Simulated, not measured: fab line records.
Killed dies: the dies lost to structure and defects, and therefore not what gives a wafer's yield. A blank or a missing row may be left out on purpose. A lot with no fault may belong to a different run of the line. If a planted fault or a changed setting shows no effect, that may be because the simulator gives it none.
Shared-tool check | flow gf180mcu | Sample size 13 lots and 39 wafers

== WHY THIS WAS OPENED ==
GF_NWELL_TW_MEAS_11, reading NWELL_TW: flagged on 3 of 13 lots. Wafers without a fault read 1576, standard deviation 7.
Rule: a lot gets a flag if all its wafers with a number sit over 4 standard deviations from that mean, or if no wafer of it has a number. As for the other lots, they are considered sound.

lot  | measured    | on            | NWELL_TW, wafer by wafer | flag
L249 | day 3 09:35 | film metro-04 | 1574 1574 1575           |
L250 | day 3 14:02 | film metro-03 | 1586 1582 1578           |
L254 | day 4 12:00 | film metro-03 | 1929 1925 1924           | FLAGGED
L257 | day 5 04:12 | film metro-03 | 1560 1560 1558           |
L259 | day 5 12:38 | film metro-04 | 1923 1921 1922           | FLAGGED
L263 | day 6 13:00 | film metro-04 | 1919 1916 1925           | FLAGGED
L265 | day 6 22:42 | film metro-01 | 1581 1585 1573           |
L266 | day 7 03:01 | film metro-01 | 1568 1576 1561           |
L268 | day 7 15:04 | film metro-04 | 1578 1576 1568           |
L269 | day 7 20:17 | film metro-01 | 1571 1564 1568           |
L270 | day 8 02:01 | film metro-01 | 1581 1570 1576           |
L271 | day 8 06:48 | film metro-01 | 1574 1572 1572           |
L272 | day 8 16:11 | film metro-01 | 1577 1580 1580           |
The numbers of the flagged lots are 1923 on average: +347 against the usual, or +50 standard deviations.

== EACH LOT AND THE TOOL IT RAN ON ==
The record holds 2 process steps before the reading, out of a route of 602 steps. Each cell gives the tool, then ch followed by the chambers the sampled wafers passed through, then the start.
lot  | flag    | GF_DNWELL_STRIP_08                  | GF_NWELL_IMPLANT_08
L249 |         | plasma asher-03 ch 0,1, day 2 19:52 | implanter-04 ch 0, day 3 09:11
L250 |         | plasma asher-01 ch 0,1, day 3 00:05 | implanter-03 ch 0, day 3 13:40
L254 | FLAGGED | plasma asher-03 ch 0,1, day 3 22:02 | implanter-04 ch 0, day 4 11:17
L257 |         | plasma asher-01 ch 0,1, day 4 13:58 | implanter-03 ch 0, day 5 03:50
L259 | FLAGGED | plasma asher-03 ch 0,1, day 4 21:57 | implanter-04 ch 0, day 5 11:55
L263 | FLAGGED | plasma asher-04 ch 0,1, day 5 21:25 | implanter-01 ch 0, day 6 12:15
L265 |         | plasma asher-03 ch 0,1, day 6 07:24 | implanter-03 ch 0, day 6 22:19
L266 |         | plasma asher-04 ch 0,1, day 6 11:43 | implanter-04 ch 0, day 7 02:38
L268 |         | plasma asher-01 ch 0,1, day 6 23:12 | implanter-04 ch 0, day 7 14:43
L269 |         | plasma asher-04 ch 0,1, day 7 04:13 | implanter-04 ch 0, day 7 19:53
L270 |         | plasma asher-03 ch 0,1, day 7 10:35 | implanter-01 ch 0, day 8 01:39
L271 |         | plasma asher-04 ch 0,1, day 7 14:29 | implanter-04 ch 0, day 8 06:25
L272 |         | plasma asher-01 ch 0,1, day 7 23:05 | implanter-01 ch 0, day 8 15:47
What these steps do:
- GF_DNWELL_STRIP_08: strips in O2/N2.
- GF_NWELL_IMPLANT_08
- GF_NWELL_TW_MEAS_11

== FLAGGED AGAINST TOTAL, ONE TOOL AT A TIME (gauges that did the reading follow at the end) ==
step                | tool            | lots run | flagged | share of the flagged lots | sound lots run after its first flagged lot
GF_DNWELL_STRIP_08  | plasma asher-01 | 4        | 0       | none                      | -
GF_DNWELL_STRIP_08  | plasma asher-03 | 5        | 2       | some                      | 2 (L265,L270)
GF_DNWELL_STRIP_08  | plasma asher-04 | 4        | 1       | some                      | 3 (L266,L269,L271)
GF_NWELL_IMPLANT_08 | implanter-01    | 3        | 1       | some                      | 2 (L270,L272)
GF_NWELL_IMPLANT_08 | implanter-03    | 3        | 0       | none                      | -
GF_NWELL_IMPLANT_08 | implanter-04    | 7        | 2       | some                      | 4 (L266,L268,L269,L271)
GF_NWELL_TW_MEAS_11 | film metro-01   | 6        | 0       | none                      | -
GF_NWELL_TW_MEAS_11 | film metro-03   | 3        | 1       | some                      | 1 (L257)
GF_NWELL_TW_MEAS_11 | film metro-04   | 4        | 2       | some                      | 1 (L268)

== WHAT THE TABLE ALLOWS ==
No row of the table ran every flagged lot.

== WHAT THE SIMULATOR PUT IN ==
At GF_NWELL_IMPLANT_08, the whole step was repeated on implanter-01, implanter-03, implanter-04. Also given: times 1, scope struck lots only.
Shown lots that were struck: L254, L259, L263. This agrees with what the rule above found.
